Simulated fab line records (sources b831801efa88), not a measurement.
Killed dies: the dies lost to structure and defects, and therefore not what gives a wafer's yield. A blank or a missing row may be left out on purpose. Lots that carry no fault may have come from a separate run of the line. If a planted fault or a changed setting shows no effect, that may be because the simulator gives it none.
Lot-split experiment    flow sfq line    23 wafers read across 5 lots, on a route 325 steps long

## ON THE SPLIT
At SFQ_TRILAYER_JJ_TRILAYER_DEP_SPUTTER_112 (material Nb, target thk 170 nm, time 113.3 s), the setting power w was moved away from the recipe's 2000 W on 11 of the 23 wafers read, by -10.8% to +11.2%. This setting was run at the recipe's value on the other wafers.

Split to reading: the file shows no intervening step.

## THE READING
JJ_NB_RS (ohm/sq), read at SFQ_JJ_RS_MEAS_929 with a four-point probe. Fault-free wafers of this fab line usually give 1.049 ohm/sq, standard deviation 0.011 ohm/sq.

wafer   tool, chamber at the split  power w as run, W  against the recipe  JJ_NB_RS, ohm/sq  against lot-mates on the recipe
L078.1  pvd sputter-03, -           2000               recipe              1.046             -
L078.3  pvd sputter-03, -           2000               recipe              1.056             -
L078.4  pvd sputter-03, -           2158               +7.9%               0.968             -0.085
L078.5  pvd sputter-03, -           2000               recipe              1.056             -
L078.6  pvd sputter-03, -           2158               +7.9%               0.974             -0.079
L079.3  pvd sputter-03, -           2000               recipe              1.045             -
L079.4  pvd sputter-03, -           2000               recipe              1.042             -
L079.5  pvd sputter-03, -           2000               recipe              1.043             -
L081.1  pvd sputter-03, -           1785               -10.8%              1.176             +0.123
L081.3  pvd sputter-03, -           1785               -10.8%              1.184             +0.131
L081.4  pvd sputter-03, -           2000               recipe              1.052             -
L081.5  pvd sputter-03, -           2000               recipe              1.054             -
L081.6  pvd sputter-03, -           1785               -10.8%              1.175             +0.122
L083.1  pvd sputter-05, -           2000               recipe              1.066             -
L083.2  pvd sputter-05, -           2224               +11.2%              0.942             -0.119
L083.3  pvd sputter-05, -           2000               recipe              1.055             -
L083.5  pvd sputter-05, -           2224               +11.2%              0.939             -0.122
L083.6  pvd sputter-05, -           2224               +11.2%              0.953             -0.108
L085.1  pvd sputter-05, -           1887               -5.6%               1.106             +0.064
L085.3  pvd sputter-05, -           1887               -5.6%               1.114             +0.072
L085.4  pvd sputter-05, -           2000               recipe              1.032             -
L085.5  pvd sputter-05, -           1887               -5.6%               1.140             +0.097
L085.6  pvd sputter-05, -           2000               recipe              1.053             -

THE FIT
A straight line over all 23 wafers: JJ_NB_RS changes by -0.0107 ohm/sq for each +1% of power w; r = -0.99; the points scatter about the line by 0.011 ohm/sq.
The same after taking each lot's own level away (the mean of its wafers on the recipe; 23 wafers): -0.0112 ohm/sq for each +1%; r = -0.99; scatter 0.0092 ohm/sq.
That fit puts the effect of the largest move of power w on the reading at 0.13 ohm/sq.
The span of the lots' own levels, 1.0425 to 1.0605 ohm/sq, comes to 1.6 times the standard deviation stated above.
The two slopes agree, so the slope changes little with the lot-to-lot level.
Check: -0.121 ohm/sq against its lot-mates is what the line predicts for one of the wafers moved furthest among these (+11.2%) when that wafer is left out of the fit. It came out at -0.119 ohm/sq against them.

## THE WHOLE CHAIN: every reading that the file lists as answering this split, in the file's order
step                                      what it does                                  reading                                                                                             change (the file's fit)               r (the file's)
SFQ_TRILAYER_JJ_TRILAYER_DEP_SPUTTER_112  material Nb, target thk 170 nm, time 113.3 s  Nb_of_TRILAYER_JJ_TRILAYER_DEP_SPUTTER_112.thk nm (the simulator's own value, which no gauge read)  +1.76 nm for each +1% of the setting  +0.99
SFQ_JJ_RS_MEAS_929                        measures by four-point-probe                  JJ_NB_RS                                                                                            -0.0111 for each +1% of the setting   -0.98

## THE FILE'S OWN FIT
JJ_NB_RS changes by -0.0111 ohm/sq for each +1% of power w, r = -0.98.
